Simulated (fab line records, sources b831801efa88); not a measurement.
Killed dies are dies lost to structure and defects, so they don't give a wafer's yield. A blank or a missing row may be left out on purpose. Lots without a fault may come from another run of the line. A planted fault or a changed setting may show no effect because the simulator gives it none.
fab line records | flow sky130
record lots=12 wafers=36 last_day=51
route steps=708 shown NWELL@68 VT_ADJUST_HVTR@133 VT_ADJUST_PCH@150 PAD_OPEN@708
lots that met no fault: from a run of the same line without faults
start_h: hours from the record's first day to the start of the lot's first wafer shown | wait_h: hours since the lot's step before | " the same as in the row above | L1.1+2: a row that stands for several wafers | - no value, or no start given | * or withheld: withheld | < > ~ a bound
route shown NAME@n: a module of which the file shows steps, and the number in the route of the first | usual: mean/standard deviation of fault-free wafers | same: alike in all rows | chamber/n: place in a boat | sites: the reading at each site | _std_site: their standard deviation | _edge_site: outer sites' mean less inner sites' | radius_mm: how far each site lies from the wafer's centre | mask NAME#n: copy n | behind: the tool/chamber that last shaped the wafer | hold: why the lot was held/for how many hours/how that ended | device: the transistor (n, p or np) that didn't switch | end of line: the same wafers' tests at the end of the route | a step without rows: its recipe alone | killed: dies lost to structure and defects at the first sort, not the wafer's yield | map: a wafer's dies, x killed, . not, _ none there
set.NAME: the setting as run; set.NAME@STEP: as run at that earlier step | model.NAME: the simulator's own value behind a step, which no gauge read
steps of the route over a sample of lots; a table a step, a row a wafer
services: from which hour (start_h, from the record's first day; less than 0 if before it) a tool's chamber was out of use, for how many hours, and why
## steps
# step SKY_NWELL_TW_MEAS_15
# usual NWELL_TW=1827/13
# columns lot.wafer tool chamber start_h wait_h NWELL_TW
L529.2 film_metro-04 - 91.76 0.1 1821
L529.3 " - " " 1821
L529.4 " - " " 1824
L530.1 film_metro-04 - 96.90 0.1 1819
L530.3 " - " " 1819
L530.5 " - " " 1819
L534.2 film_metro-01 - 123.76 0.1 1810
L534.4 " - " " 1806
L534.6 " - " " 1821
L536.2 film_metro-04 - 137.16 0.1 1805
L536.4 " - " " 1814
L536.6 " - " " 1810
L537.1 film_metro-04 - 140.60 0.1 1813
L537.3 " - " " 1815
L537.5 " - " " 1818
L541.1 film_metro-03 - 160.55 0.1 1847
L541.2 " - " " 1835
L541.6 " - " " 1846
L542.2 film_metro-04 - 165.21 0.1 1815
L542.3 " - " " 1811
L542.5 " - " " 1819
L547.2 film_metro-01 - 198.71 0.1 1815
L547.4 " - " " 1826
L547.6 " - " " 1824
L548.1 film_metro-03 - 215.08 0.1 1839
L548.2 " - " " 1834
L548.6 " - " " 1829
L550.1 film_metro-01 - 219.55 0.1 1822
L550.3 " - " " 1837
L550.6 " - " " 1824
L549.1 film_metro-03 - 219.90 0.1 1832
L549.4 " - " " 1833
L549.5 " - " " 1837
L551.4 film_metro-03 - 227.78 0.1 1842
L551.5 " - " " 1832
L551.6 " - " " 1832
# step SKY_VT_ADJUST_HVTR_COAT_02
# recipe resist=NOVOLAK spin_rpm=3000 resist_thk_nm=1140
# usual chill_plate_temp_C=23.00/0.11 spin_speed_rpm=3000.2/1.7
# columns lot.wafer tool chamber start_h wait_h chill_plate_temp_C spin_speed_rpm
L529.2 litho_track-03 0 196.29 0.1 22.99 3000.1
L529.3 " 0 " " 22.92 3001.6
L529.4 " 0 " " 22.91 2999.7
L530.1 litho_track-03 0 203.51 0.1 22.98 3001.6
L530.3 " 0 " " 23.09 3001.5
L530.5 " 0 " " 22.85 3001.8
L534.2 litho_track-04 0 236.04 0.1 23.03 2998.8
L534.4 " 0 " " 23.05 2998.0
L534.6 " 0 " " 23.17 2998.7
L536.2 litho_track-03 0 252.24 0.1 22.90 3643.1
L536.4 " 0 " " 22.84 3644.2
L536.6 " 0 " " 22.95 3642.6
L537.1 litho_track-03 0 255.46 0.1 22.99 3637.3
L537.3 " 0 " " 23.04 3643.3
L537.5 " 0 " " 23.17 3638.7
L541.1 litho_track-04 0 281.32 0.1 23.00 3005.0
L541.2 " 0 " " 22.87 2999.1
L541.6 " 0 " " 22.99 2999.3
L542.2 litho_track-04 0 290.14 0.1 22.89 3000.8
L542.3 " 0 " " 22.76 3001.1
L542.5 " 0 " " 22.74 3000.7
L547.2 litho_track-01 0 333.33 0.1 23.02 3001.1
L547.4 " 0 " " 23.02 2999.5
L547.6 " 0 " " 23.10 3004.0
L548.1 litho_track-03 0 353.31 0.1 22.94 3001.4
L548.2 " 0 " " 22.93 2999.3
L548.6 " 0 " " 22.91 3002.4
L550.1 litho_track-03 0 359.11 0.1 22.92 3000.8
L550.3 " 0 " " 23.00 3001.4
L550.6 " 0 " " 22.91 2996.0
L549.1 litho_track-03 0 359.71 0.1 22.99 2998.8
L549.4 " 0 " " 22.98 2997.0
L549.5 " 0 " " 23.07 3001.0
L551.4 litho_track-04 0 369.44 0.1 22.98 3002.7
L551.5 " 0 " " 23.15 3004.4
L551.6 " 0 " " 22.95 3001.0
# step SKY_VT_ADJUST_HVTR_CD_MEAS_07
# recipe target_cd_nm=380
# usual cd_nm=380.3/2.2
# columns lot.wafer tool chamber start_h wait_h cd_nm
L529.2 cd_sem-01 - 206.73 0.1 382.4
L529.3 " - " " 383.1
L529.4 " - " " 381.1
L530.1 cd_sem-02 - 214.62 0.1 382.9
L530.3 " - " " 383.0
L530.5 " - " " 382.1
L534.2 cd_sem-02 - 247.99 0.1 382.5
L534.4 " - " " 378.7
L534.6 " - " " 381.0
L536.2 cd_sem-01 - 264.73 0.1 389.1
L536.4 " - " " 387.6
L536.6 " - " " 387.0
L537.1 cd_sem-02 - 268.31 0.1 387.2
L537.3 " - " " 386.7
L537.5 " - " " 385.7
L541.1 cd_sem-01 - 295.07 0.1 382.4
L541.2 " - " " 383.4
L541.6 " - " " 384.3
L542.2 cd_sem-02 - 303.78 0.1 378.7
L542.3 " - " " 378.5
L542.5 " - " " 379.7
L547.2 cd_sem-02 - 347.49 0.1 378.1
L547.4 " - " " 378.6
L547.6 " - " " 375.6
L548.1 cd_sem-01 - 367.36 0.1 380.1
L548.2 " - " " 378.9
L548.6 " - " " 380.7
L550.1 cd_sem-02 - 373.51 0.1 379.5
L550.3 " - " " 380.5
L550.6 " - " " 380.3
L549.1 cd_sem-02 - 374.16 0.1 379.4
L549.4 " - " " 380.6
L549.5 " - " " 383.3
L551.4 cd_sem-02 - 385.18 0.1 381.3
L551.5 " - " " 380.3
L551.6 " - " " 382.2
# step SKY_VT_ADJUST_HVTR_STRIP_10
# recipe chemistry=O2/N2 power_w=1400 pressure_mtorr=1500 platen_temp_c=withheld o2_flow_sccm=3000 n2_flow_sccm=300 overash_fraction=0.5
# usual chamber_pressure_mTorr=1500.1/1.4 drypump_motor_current_A=5.2/0.4 o2_flow_sccm=3002/8.4 oes_product_au=0.716/0.0044 strip_time_to_endpoint_s=14.19/0.04
# columns lot.wafer tool chamber start_h wait_h chamber_pressure_mTorr drypump_motor_current_A o2_flow_sccm oes_product_au rf_hours_counter_h strip_time_to_endpoint_s
L529.2 plasma_asher-01 0 207.02 0.1 1500.0 5.9 3016 0.718 9 14.21
L529.3 " 1 " " 1498.5 4.7 2996 0.718 - 14.21
L529.4 " 0 " " 1501.0 5.9 3011 0.720 - 14.24
L530.1 plasma_asher-02 0 214.92 0.1 1501.1 5.1 2991 0.713 41 14.19
L530.3 " 1 " " 1501.3 5.4 3009 0.717 - 14.19
L530.5 " 0 " " 1498.6 5.1 3000 0.724 - 14.21
L534.2 plasma_asher-02 1 248.27 0.1 1499.3 5.4 3012 0.711 44 14.17
L534.4 " 0 " " 1501.7 5.0 3004 0.707 - 14.24
L534.6 " 0 " " 1499.5 5.1 3017 0.711 - 14.16
L536.2 plasma_asher-01 0 265.02 0.1 1498.2 5.9 3009 0.715 15 13.02
L536.4 " 0 " " 1500.7 5.9 2991 0.722 - 12.97
L536.6 " 1 " " 1500.6 4.6 2993 0.716 - 13.04
L537.1 plasma_asher-02 0 268.62 0.1 1498.2 5.0 3012 0.716 46 13.02
L537.3 " 0 " " 1500.1 5.0 3012 0.718 - 13.05
L537.5 " 1 " " 1498.5 5.4 2994 0.718 - 13.00
L541.1 plasma_asher-04 1 295.37 0.1 1500.6 5.2 3009 0.709 60 14.22
L541.2 " 0 " " 1501.9 4.9 3003 0.711 60 14.17
L541.6 " 0 " " 1500.7 4.9 2992 0.715 - 14.17
L542.2 plasma_asher-01 1 304.07 0.1 1497.7 4.6 3011 0.713 18 14.14
L542.3 " 0 " " 1501.3 5.9 2999 0.712 - 14.16
L542.5 " 1 " " 1499.5 4.6 3008 0.717 - 14.15
L547.2 plasma_asher-02 1 347.77 0.1 1501.7 5.4 3014 0.719 51 14.20
L547.4 " 0 " " 1497.2 5.1 3011 0.712 - 14.19
L547.6 " 0 " " 1496.4 5.1 2997 0.715 - 14.12
L548.1 plasma_asher-04 1 367.67 0.1 1500.7 5.2 2987 0.715 68 14.17
L548.2 " 0 " " 1498.3 4.9 2995 0.720 68 14.17
L548.6 " 0 " " 1498.4 4.9 2993 0.712 - 14.19
L550.1 plasma_asher-02 1 373.81 0.1 1501.7 5.4 3006 0.716 54 14.24
L550.3 " 1 " " 1497.5 5.4 2991 0.718 - 14.17
L550.6 " 1 " " 1502.1 5.4 3002 0.715 - 14.20
L549.1 plasma_asher-02 1 374.46 0.1 1499.7 5.4 2997 0.710 54 14.16
L549.4 " 1 " " 1499.8 5.4 2981 0.720 - 14.18
L549.5 " 1 " " 1498.3 5.4 3003 0.713 - 14.23
L551.4 plasma_asher-04 0 385.45 0.1 1498.6 4.9 2995 0.710 - 14.18
L551.5 " 0 " " 1498.5 4.9 3004 0.713 - 14.20
L551.6 " 1 " " 1497.0 5.2 2994 0.709 - 14.19
# step SKY_VT_ADJUST_PCH_OVL_MEAS_07
# usual VT_ADJUST_PCH_OVL=0.9/1.4
# columns lot.wafer tool chamber start_h wait_h VT_ADJUST_PCH_OVL[nm]
L529.2 overlay-02 - 228.77 - 4.9
L529.3 " - " " 2.9
L529.4 " - " " 2.5
L530.1 overlay-01 - 237.47 - 1.4
L530.3 " - " " 0.5
L530.5 " - " " -0.5
L534.2 overlay-01 - 272.42 - 1.6
L534.4 " - " " 2.2
L534.6 " - " " 0.5
L536.2 overlay-02 - 289.82 - 2.6
L536.4 " - " " 2.0
L536.6 " - " " 2.6
L537.1 overlay-01 - 293.52 - -0.4
L537.3 " - " " 1.7
L537.5 " - " " -1.7
L541.1 overlay-02 - 321.77 - -2.0
L541.2 " - " " -0.5
L541.6 " - " " -0.7
L542.2 overlay-01 - 330.93 - 1.0
L542.3 " - " " 0.4
L542.5 " - " " 0.1
L547.2 overlay-02 - 376.12 - -0.2
L547.4 " - " " 0.6
L547.6 " - " " 1.3
L548.1 overlay-02 - 396.57 - 1.2
L548.2 " - " " 1.3
L548.6 " - " " 0.4
L550.1 overlay-02 - 402.62 - -0.9
L550.3 " - " " -1.3
L550.6 " - " " 1.6
L549.1 overlay-02 - 403.61 - 3.8
L549.4 " - " " 1.4
L549.5 " - " " 2.2
L551.4 overlay-02 - 415.08 - 1.3
L551.5 " - " " -1.5
L551.6 " - " " -0.1
# step SKY_VT_ADJUST_PCH_TW_MEAS_10
# usual VT_ADJUST_PCH_TW=143.2/0.91
# columns lot.wafer tool chamber start_h wait_h VT_ADJUST_PCH_TW
L529.2 film_metro-04 - 229.09 0.1 142.2
L529.3 " - " " 143.4
L529.4 " - " " 143.0
L530.1 film_metro-03 - 237.75 0.1 144.5
L530.3 " - " " 144.3
L530.5 " - " " 144.5
L534.2 film_metro-04 - 272.71 0.1 143.2
L534.4 " - " " 143.4
L534.6 " - " " 142.4
L536.2 film_metro-04 - 290.11 0.1 143.3
L536.4 " - " " 143.0
L536.6 " - " " 143.6
L537.1 film_metro-03 - 293.80 0.1 143.7
L537.3 " - " " 143.6
L537.5 " - " " 143.7
L541.1 film_metro-02 - 322.05 0.1 142.9
L541.2 " - " " 142.9
L541.6 " - " " 142.7
L542.2 film_metro-03 - 331.22 0.1 145.3
L542.3 " - " " 144.3
L542.5 " - " " 144.5
L547.2 film_metro-03 - 376.41 0.1 142.9
L547.4 " - " " 141.7
L547.6 " - " " 142.2
L548.1 film_metro-03 - 396.85 0.1 144.1
L548.2 " - " " 144.7
L548.6 " - " " 143.2
L550.1 film_metro-04 - 402.91 0.1 143.1
L550.3 " - " " 143.1
L550.6 " - " " 142.8
L549.1 film_metro-04 - 403.89 0.1 143.8
L549.4 " - " " 144.2
L549.5 " - " " 142.9
L551.4 film_metro-02 - 415.37 0.1 142.8
L551.5 " - " " 142.5
L551.6 " - " " 141.9
# step SKY_PAD_OPEN_PROBE_99
# usual killed_at_M0_to_M3=43/6 killed_at_M4_up=3.2/1.9 killed_at_contacts=25/5.4 killed_at_front_end=15/4.5 killed_at_other=0.3/0.59 killed_dies=87/8.7 killed_open=47/6.7 killed_short=39/5.7
# same gross_dies=492 killed_at_back_side=0
# columns lot.wafer tool chamber start_h wait_h killed_at_M0_to_M3 killed_at_M4_up killed_at_contacts killed_at_front_end killed_at_other killed_dies killed_open killed_short
L548.1 prober-01 - 1208.59 0.1 38 1 28 18 1 86 46 40
L548.2 prober-01 - 1208.64 0.1 34 1 34 12 0 81 47 34
L548.6 prober-01 - 1208.84 0.2 44 1 31 9 0 85 49 36
# killed by level:class
L548.1 VIA1:geometric_particle:open=13 CONTACT:geometric_particle:open=10 POLY_GATE:geometric_particle:short=9 LOCAL_INTERCONNECT:geometric_particle:short=6 LI_CONTACT:geometric_particle:open=5 VIA3:geometric_particle:open=5 CONTACT:geometric_particle:short=4 VIA1:geometric_particle:short=3
L548.2 CONTACT:geometric_particle:open=14 VIA2:geometric_particle:open=8 LI_CONTACT:geometric_particle:open=7 VIA3:geometric_particle:open=7 LOCAL_INTERCONNECT:geometric_particle:short=7 POLY_GATE:geometric_particle:short=5 VIA1:geometric_particle:short=5 VIA3:geometric_particle:short=4
L548.6 CONTACT:geometric_particle:open=11 VIA3:geometric_particle:open=8 LI_CONTACT:geometric_particle:open=7 CONTACT:geometric_particle:short=7 VIA2:geometric_particle:open=7 VIA1:geometric_particle:open=6 VIA3:geometric_particle:short=6 LOCAL_INTERCONNECT:geometric_particle:short=5
## services
# columns tool chamber start_h hours kind
plasma_asher-02 - 325.21 14.6 pm
plasma_asher-02 - 339.81 2.8 pm
plasma_asher-02 - 342.56 4.3 pm
plasma_asher-01 - 363.14 10.0 pm
plasma_asher-01 - 373.34 5.6 repair
## key
first_sign step=SKY_VT_ADJUST_HVTR_COAT_02 reading=spin_speed_rpm direction=up sigmas=99+ usual=3000.2 struck=3641.5
effect step=SKY_VT_ADJUST_HVTR_CD_MEAS_07 reading=cd_nm direction=up sigmas=3.1 usual=380.3 struck=387.2
effect step=SKY_VT_ADJUST_HVTR_STRIP_10 reading=strip_time_to_endpoint_s direction=down sigmas=29 usual=* struck=*
met_at SKY_VT_ADJUST_HVTR_COAT_02
struck_lots L536,L537
tester_left_out L536,L537
not_acting_at SKY_NWELL_TW_MEAS_15,SKY_VT_ADJUST_PCH_OVL_MEAS_07,SKY_VT_ADJUST_PCH_TW_MEAS_10
onset_between 203.51 252.24
fault kind=process_parameter_drift tool=litho_track-03 chamber=- onset_h=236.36 steps=SKY_VT_ADJUST_HVTR_COAT_02 channel=spin_rpm offset=640.77 shape=step end_h=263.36 acts_in=these_recipes_only stated=3000
# tester_left_out: of these lots the tester's yield and bins aren't shown, on N5 and GAA mostly nor the transistor test; their killed dies are dies lost to structure and defects alone, not to doping, threshold or leakage, so they don't give the yield
